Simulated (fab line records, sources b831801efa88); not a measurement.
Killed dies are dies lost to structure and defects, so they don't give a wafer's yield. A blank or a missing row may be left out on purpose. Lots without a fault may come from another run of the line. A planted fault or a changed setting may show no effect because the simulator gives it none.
Problem report in the 8D (eight disciplines) form, filled by code | flow sky130 | the parts of the form that need people (team, actions taken, sign-off) are left out

1. THE PROBLEM
strip_time_to_endpoint_s at SKY_METAL5_STRIP_16 reads a mean of 14.50 s on 6 wafers of 2 lots; wafers without a fault read 13.19 s with a standard deviation of 0.22. That is +6.0 standard deviations from the usual mean.
The step: strips in O2/N2.
First seen on wafer L316.2, day 46 23:57, on plasma_asher-03. The record holds 36 wafers of 12 lots with a number at this step. Rule for "out", or "out of limits": more than 4 standard deviations from the usual mean. The other wafers with a number count as sound.

2. WHAT IT IS AND WHAT IT IS NOT
question                    | is                               | is not
which readings at this step | strip_time_to_endpoint_s         | drypump_motor_current_A, oes_product_au
which lots                  | L316, L317                       | L305, L306, L308, L313, L318, L320, L323, L325, L326, L327
which wafers of those lots  | all that have a number           | -
read on which tools         | plasma_asher-03, plasma_asher-04 | plasma_asher-02
when                        | from day 46 23:57                | up to then (12 sound wafers); but 18 sound wafers of L318, L320, L323, L325, L326, L327 came after

3. SUSPECTS, AND WHAT RULES EACH OUT
Counting: a tool at a process step up to the reading stays a suspect if it ran every lot that is out and no sound lot after the first of them.
- litho_track-02 at SKY_METAL5_COAT_09 (resist thk 1800 nm): kept. It ran every lot that is out, first L316 (day 46 14:33), and no sound lot after that.
Left after counting: litho_track-02 at SKY_METAL5_COAT_09.

4. THE CAUSE (what the simulator had put in)
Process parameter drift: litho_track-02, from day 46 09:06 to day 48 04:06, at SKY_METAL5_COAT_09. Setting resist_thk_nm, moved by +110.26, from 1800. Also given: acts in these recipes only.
Counting left only this tool.

5. THE CHAIN OF EFFECTS, in route order
Each row: a reading whose mean over the struck wafers that have a number lies more than 3 standard deviations from the usual. Only readings for which the record gives a usual standard deviation are gone through. hours: the time from each lot's start at the first step in this table that gives one to its start at this step, as a median over the lots. sigmas: the change in usual standard deviations.
hours | step                | reading                  | usual   | on struck wafers | change | sigmas
0     | SKY_METAL5_STRIP_16 | strip_time_to_endpoint_s | 13.19 s | 14.50            | +1.31  | +6.0
The process steps in it:
- SKY_METAL5_STRIP_16: strips in O2/N2.
Later measuring or inspecting steps at which every struck wafer that the step has a row for has a number for every such reading, and none has moved that far: SKY_PASSIVATION_THK_MEAS_03.

6. WHAT WOULD HAVE CAUGHT IT SOONER
In this record the first reading out of limits was taken at day 46 23:57, 15 hours after the fault began at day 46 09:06.
All the lots that are out (2) had begun SKY_METAL5_COAT_09 on litho_track-02 by day 46 23:57. A hold on the tool at that time would have spared none of them.
